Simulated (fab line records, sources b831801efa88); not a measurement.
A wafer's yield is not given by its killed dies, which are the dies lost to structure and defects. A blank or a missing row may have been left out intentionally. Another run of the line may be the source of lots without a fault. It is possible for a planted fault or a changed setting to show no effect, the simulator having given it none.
Chamber matching	flow sky130	rieDiel-02 running SKY_CONTACT_ETCH_16: 4 sister chambers
The step etches BARC in N2/H2, stops on SiO2, time 45.9 s, target depth 60 nm. 8 wafers are shown with their chamber, then 8 later ones without.

EACH WAFER AND ITS CHAMBER
wafer	chamber	chamberPressureMTorr (mTorr)	oesProductAu (a.u.)
L598.2	1	30.005	0.845
L606.6	2	30.031	0.859
L607.3	2	30.014	0.860
L611.6	0	29.972	0.852
L613.1	0	30.017	0.853
L613.2	3	29.973	0.852
L613.6	3	29.980	0.856
L616.2	1	29.991	0.864

WAFERS WITH NO CHAMBER GIVEN
wafer	chamberPressureMTorr (mTorr)	oesProductAu (a.u.)
L616.5	29.987	0.857
L616.6	30.002	0.859
L618.1	30.013	0.853
L618.2	29.949	0.842
L618.6	30.050	0.853
L619.1	29.994	0.857
L619.5	30.055	0.851
L619.6	29.996	0.862

THE CHAMBER EACH PASSED THROUGH
wafer	from the rows above	in truth
L616.5	can't be placed: 1 or 3 or 0 or 2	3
L616.6	can't be placed: 1 or 0 or 2 or 3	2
L618.1	can't be placed: 1 or 0 or 2 or 3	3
L618.2	can't be placed: 3 or 0 or 1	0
L618.6	can't be placed: 2 or 1 or 0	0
L619.1	can't be placed: 1 or 0 or 3 or 2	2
L619.5	can't be placed: 2 or 1 or 0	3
L619.6	can't be placed: 1 or 0 or 2 or 3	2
0 of 8 placed correctly. From these rows, 8 cannot be placed; in 7 the true chamber is one of the candidates. Number placed wrongly: 0.
How it was worked out, from the rows above alone: a wafer's distance from a chamber is the root of the sum, over the readings, of the square of ((its reading less the chamber's mean) divided by the reading's scatter). If the next closest chamber is less than 2 further off than the closest, the wafer can't be placed; otherwise it belongs to the closest. The mean given for a chamber averages the wafers shown for that chamber. The scatter: take each reading less its chamber's mean, square it, sum over the shown wafers, divide by the number of wafers less the number of chambers, and take the root.
